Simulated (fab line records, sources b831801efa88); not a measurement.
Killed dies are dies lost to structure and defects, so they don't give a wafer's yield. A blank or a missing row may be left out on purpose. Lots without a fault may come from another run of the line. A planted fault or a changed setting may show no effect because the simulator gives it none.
One fault seen from 2 desks | flow gf180mcu | each desk has only its own numbers; what lay behind them comes last
Where a reading is given only as a bound, like >300, the bound stands for it, and a mean or a difference that rests on one is marked > or <: the true number lies beyond.

THE METROLOGY DESK
What the gauges read, lot by lot, whatever tool the lot ran on: means of the sampled wafers that have a number. A lot is out of limits, marked OUT, if its mean lies more than 4 standard deviations from the usual mean; the brackets give that distance.
Columns: A = cd_nm at GF_V5_CD_MEAS_14, usual 260.3 nm; B = V5_W_RS at GF_V5_RS_MEAS_24, usual 0.327 ohm/sq; C = V5_W_THK at GF_V5_THK_MEAS_25, usual 346 nm; D = TOP_METAL_ALCU_RS at GF_TOP_METAL_RS_MEAS_05, usual 0.0323 ohm/sq
lot  | first seen here | A     | B                        | C             | D
L992 | day 27 22:20    | 261.4 | 0.332                    | 343           | 0.0327
L994 | day 28 11:08    | 259.6 | 0.330                    | 344           | 0.0326
L995 | day 28 13:29    | 261.0 | 0.331                    | 335           | 0.0327
L998 | day 29 22:26    | 259.0 | 0.324                    | 352           | 0.0322
L999 | day 29 22:47    | 260.4 | 0.330                    | 347           | 0.0321
L102 | day 31 01:53    | 259.7 | 43.560 (+99 or more) OUT | <0 (<-64) OUT | -
L103 | day 31 07:08    | 261.0 | 43.299 (+99 or more) OUT | <0 (<-64) OUT | -
L104 | day 31 16:17    | 259.0 | 44.483 (+99 or more) OUT | <0 (<-64) OUT | -
L106 | day 32 02:32    | 260.2 | 0.329                    | 339           | 0.0324
L112 | day 33 08:22    | 261.5 | 0.330                    | 343           | 0.0319
L113 | day 33 14:29    | 262.2 | 0.331                    | 338           | 0.0317
This desk's finding: out of limits on L102, L103, L104; first on L102, day 31 02:56 (V5_W_RS at GF_V5_RS_MEAS_24). In limits: L992, L994, L995, L998, L999, L106, L112, L113.

THE TOOL OWNER'S DESK: cvd_w-02
The tool's own readings at GF_V5_CVD_23 (deposits W, target thk 350 nm, time 104.9 s): means of the sampled wafers that have a number, for each lot that ran on this tool. A lot is out of limits, marked OUT, if its mean lies more than 4 standard deviations from the usual mean; the brackets give that distance.
Columns: A = chamber_pressure_Torr at GF_V5_CVD_23, usual 40.00 Torr; B = heater_power_outer_w at GF_V5_CVD_23, usual 555 W; C = heater_power_w at GF_V5_CVD_23, usual 867 W
lot  | first seen here | A     | B   | C
L994 | day 28 12:05    | 39.88 | 513 | 826
L995 | day 28 14:25    | 40.01 | 480 | 796
L999 | day 29 23:43    | 39.95 | 516 | 825
L106 | day 32 03:28    | 40.11 | 518 | 841
L112 | day 33 09:19    | 40.04 | 544 | 846
This desk's finding: nothing out of limits on any of the 5 lots.

PUT TOGETHER
The metrology desk could have raised an alarm at day 31 02:56, on L102, L103, L104.
The tool owner's desk saw nothing out of limits.
The tool owner's desk has no number on record for L102, L103, L104.
Of the lots named, all ran GF_V5_CVD_23 on cvd_w-02.

WHAT THE SIMULATOR HAD PUT IN
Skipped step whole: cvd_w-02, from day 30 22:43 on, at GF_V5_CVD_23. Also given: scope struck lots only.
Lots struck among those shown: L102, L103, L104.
Hours from the fault's start to each desk's first reading out of limits: the metrology desk, 4.
